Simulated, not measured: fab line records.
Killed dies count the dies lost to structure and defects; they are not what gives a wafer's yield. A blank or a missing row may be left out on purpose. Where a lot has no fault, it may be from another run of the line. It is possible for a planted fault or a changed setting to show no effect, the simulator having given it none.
Which tool is to blame? | flow sky130 | 6 lots with 18 wafers sampled at 2 steps, on a route of 708 steps

WHAT THE GAUGES SHOWED, per wafer
SKY_SONOS_TUNNEL_OVL_MEAS_08.
lot  | measured     | on         | SONOS_TUNNEL_OVL (nm)
L453 | day 12 04:36 | overlay-01 | -0.2 1.2 1.6
L455 | day 13 00:10 | overlay-01 | 0.0 -0.9 0.1
L459 | day 14 08:02 | overlay-01 | -0.1 -1.6 -1.7
L467 | day 17 13:02 | overlay-02 | -2.7 -1.7 -1.9
L471 | day 18 09:23 | overlay-02 | 0.9 -0.7 0.0
L473 | day 19 01:37 | overlay-01 | 1.2 -0.7 -1.2

TOOL THAT RAN EACH LOT (tool first, then ch and the chambers of the sampled wafers, then the start)
lot  | SKY_NWELL_STRIP_25
L453 | plasma asher-04 ch 1, day 6 00:14
L455 | plasma asher-03 ch 0,1, day 6 13:55
L459 | plasma asher-03 ch 0,1, day 7 14:23
L467 | plasma asher-01 ch 0,1, day 10 00:15
L471 | plasma asher-01 ch 0,1, day 10 15:16
L473 | plasma asher-03 ch 1, day 11 03:17
- SKY_NWELL_STRIP_25: strips in O2/N2.

THE ANSWER, worked out from the rows above alone
Rule: what is usual is taken from the lots themselves. The widest of any qualifying gaps counts: lots, ordered by their means at a reading, are off when they make up no more than a third of the lots, leave a main group of 4 or more, and stand apart from it by 3 or more times the standard deviation of that group's means. Not used: any main group whose means are identical at the precision the tables above print for the reading. Also off: a lot with no number at a reading for which 4 or more lots have one. Any other lot the step has rows for is counted as sound.
Across all readings shown, no lot is off: no conclusion can be drawn from this.

WHAT HAD BEEN PUT IN BY THE SIMULATOR
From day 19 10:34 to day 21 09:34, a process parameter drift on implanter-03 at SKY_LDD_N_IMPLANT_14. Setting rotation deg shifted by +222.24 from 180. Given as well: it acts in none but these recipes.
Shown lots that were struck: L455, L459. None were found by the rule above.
